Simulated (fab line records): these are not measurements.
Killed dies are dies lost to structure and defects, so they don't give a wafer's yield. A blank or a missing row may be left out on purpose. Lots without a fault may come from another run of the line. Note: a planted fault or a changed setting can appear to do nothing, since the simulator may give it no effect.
Matching of chambers | flow sky130 | SKY_SPACER_ETCHBACK_02 on rieDiel-03 has 4 sister chambers
The step etches Si3N4 in CH3F/O2, stops on SiO2, time 46.7 s, target depth 45 nm. 14 wafers are shown with their chamber, then 7 later ones without.

== WAFERS, EACH WITH ITS CHAMBER ==
wafer  | chamber | drypumpMotorCurrentA (A) | rfFwdPowerW (W) | throttleValvePct (%)
L302.1 | 1       | 4.9                      | 395.7           | 10.582
L302.5 | 2       | 5.7                      | 395.2           | 10.553
L302.6 | 3       | 6.1                      | 393.7           | 10.555
L303.4 | 1       | 4.9                      | 398.3           | 10.571
L303.5 | 2       | 5.7                      | 395.3           | 10.577
L303.6 | 1       | 4.9                      | 397.2           | 10.567
L311.1 | 3       | 6.1                      | 392.4           | 10.556
L311.2 | 1       | 4.9                      | 398.1           | 10.554
L311.6 | 0       | 6.5                      | 396.6           | 10.577
L320.1 | 2       | 5.7                      | 392.7           | 10.561
L320.3 | 0       | 6.6                      | 397.0           | 10.550
L320.5 | 2       | 5.7                      | 392.3           | 10.556
L321.1 | 0       | 6.5                      | 396.1           | 10.558
L321.3 | 3       | 6.1                      | 392.2           | 10.537

SIGNATURES (means of the wafers above)
reading              | chamber 0 | chamber 1 | chamber 2 | chamber 3 | scatter within a chamber
drypumpMotorCurrentA | 6.533     | 4.900     | 5.700     | 6.100     | 0.0258
rfFwdPowerW          | 396.567   | 397.325   | 393.875   | 392.767   | 1.17
throttleValvePct     | 10.56167  | 10.56850  | 10.56175  | 10.54933  | 0.0116
Rule: for each reading, subtract the chamber's mean from the wafer's reading, divide by that reading's scatter and square the result; add these up over the readings and take the root, which gives the wafer's distance from the chamber. The wafer belongs to the nearest chamber; if the next one is less than 2 further off, it can't be placed. The scatter: take each reading less its chamber's mean, square it, sum over the shown wafers, divide by the number of wafers less the number of chambers, and take the root.

== WAFERS WHOSE CHAMBER IS MISSING ==
wafer  | drypumpMotorCurrentA (A) | rfFwdPowerW (W) | throttleValvePct (%)
L321.5 | 4.9                      | 396.4           | 10.556
L323.2 | 4.9                      | 398.1           | 10.566
L323.4 | 6.5                      | 397.9           | 10.561
L323.6 | 5.7                      | 395.2           | 10.559
L325.1 | 4.9                      | 397.4           | 10.577
L325.4 | 6.1                      | 394.6           | 10.561
L325.5 | 4.9                      | 396.8           | 10.573

== THE CHAMBER EACH PASSED THROUGH ==
wafer  | from the rows above | in truth
L321.5 | 1                   | 1
L323.2 | 1                   | 1
L323.4 | 0                   | 0
L323.6 | 2                   | 2
L325.1 | 1                   | 1
L325.4 | 3                   | 3
L325.5 | 1                   | 1
Placed correctly: 7 of 7. Left unplaced by these rows: 0. Wrongly placed: 0.
